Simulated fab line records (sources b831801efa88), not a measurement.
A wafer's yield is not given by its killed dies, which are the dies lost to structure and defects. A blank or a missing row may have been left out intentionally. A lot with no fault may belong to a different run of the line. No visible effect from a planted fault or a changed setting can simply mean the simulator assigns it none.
Struck lot and sound lot, side by side + flow sky130 + 17 steps out of a route of 708
Sound: wafers L357.1, L357.2, L357.5. Wafers struck: L360.1, L360.2, L360.3. At the end, the cause is stated.
For every step that has rows: the tool of each side, followed by ch and its chambers, followed by its first start. Under that, the readings that differ: sound wafers + struck wafers + difference of the means + sigmas: that difference in standard deviations of wafers without a fault.
alike: readings whose means differ by less than 2 such deviations, and words and numbers that are the same on both sides. not compared: withheld readings, readings that some wafer has no value for, bounds like >300 that may hide the same value, and numbers for which the record gives no deviation and whose values overlap.
The two part at a step that has a row with sigmas, a row that says differs or no value, or rows on one side only. Non-overlapping numbers with no deviation appear without sigmas and do not part them. Lack of a reading on every wafer of one side parts them only where that side has two or more wafers.

SKY_GATE_OXIDE_TW_MEAS_14:
  sound: film metro-04 at day 16 08:24; struck: film metro-02 at day 17 18:33
  alike: GATE_OXIDE_TW
then, 3 steps without rows for these wafers: SKY_GATE_OXIDE_CLEAN_15 (cleans in SC1/SC2, time 150 s); SKY_GATE_OXIDE_OXIDATION_16 (stabilise 600 s, purge 300 s, target thk 3.57 nm); SKY_POLY_GATE_CVD_00 (deposits poly-Si, target thk 180 nm, time 720 s).
SKY_POLY_GATE_THK_MEAS_01:
  sound: film metro-03 at day 16 15:30; struck: film metro-01 at day 17 22:28
  alike: POLY_GATE_CVD_00_THK
then, 3 steps without rows for these wafers: SKY_RES_PROTECT_DEHYDRATE_00 (time 60 s); SKY_RES_PROTECT_HMDS_01 (prime time 60 s); SKY_RES_PROTECT_COAT_02 (resist thk 1140 nm).
SKY_RES_PROTECT_SOFTBAKE_03: time 62.21 s.
  sound on litho track-01 ch 0, day 17 04:58; struck on litho track-02 ch 0, day 18 12:35
  alike: plate sensor t centre C, plate sensor t edge C
then, 3 steps without rows for these wafers: SKY_RES_PROTECT_EXPOSE_04 (exposes mask RPM, target cd 1270 nm); SKY_RES_PROTECT_PEB_05; SKY_RES_PROTECT_DEVELOP_06 (develop time 60 s).
SKY_POLY_GATE_IMPLANT_02:
  sound on implanter-04 ch 0, day 17 19:31; struck on implanter-04 ch 0, day 19 03:31
| reading                          | sound                         | struck                        | difference | sigmas      |
|----------------------------------|-------------------------------|-------------------------------|------------|-------------|
| beam on s (s)                    | 33.5 31.4 31.5                | 14.5 14.3 14.2                | -17.8      | -10         |
| dose ions cm2                    | 7.704e+15 7.699e+15 7.711e+15 | 3.382e+15 3.377e+15 3.372e+15 | -4.328e+15 | -99 or more |
| end station pressure torr (Torr) | 1.15e-05 1.21e-05 1.05e-05    | 1.51e-05 1.51e-05 1.49e-05    | +3.67e-06  | +5          |
  alike: faraday current uA
SKY_RES_PROTECT_STRIP_07: strips in O2/N2.
  sound on plasma asher-01 ch 0,1, day 17 19:40; struck on plasma asher-03 ch 0,1, day 19 03:40
| reading                      | sound             | struck            | difference | sigmas |
|------------------------------|-------------------|-------------------|------------|--------|
| oes product au (a.u.)        | 0.524 0.518 0.516 | 0.558 0.560 0.566 | +0.042     | +9     |
| strip time to endpoint s (s) | 23.24 23.30 23.25 | 19.99 20.03 19.96 | -3.27      | -80    |
  alike: chamber pressure mTorr, drypump motor current A
  not compared: rf hours counter h
SKY_RES_PROTECT_TW_MEAS_08:
  sound: film metro-01 at day 17 19:46; struck: film metro-03 at day 19 03:46
| reading      | sound          | struck         | difference | sigmas |
|--------------|----------------|----------------|------------|--------|
| POLY_GATE_TW | 3980 3981 3991 | 3795 3810 3803 | -181       | -5     |
then, 1 step without rows for these wafers: SKY_RES_PROTECT_CLEAN_09 (cleans in SC1/SC2, time 150 s).
SKY_PAD_OPEN_PROBE_99:
  sound wafers here have rows in the record (prober-01, day 47 17:58); struck ones have none

## WHERE THEY PART
Earliest at SKY_POLY_GATE_IMPLANT_02; latest, in this record, at SKY_PAD_OPEN_PROBE_99.

WHY: what the simulator had put in
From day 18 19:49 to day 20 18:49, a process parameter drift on implanter-04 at SKY_POLY_GATE_IMPLANT_02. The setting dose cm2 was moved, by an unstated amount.
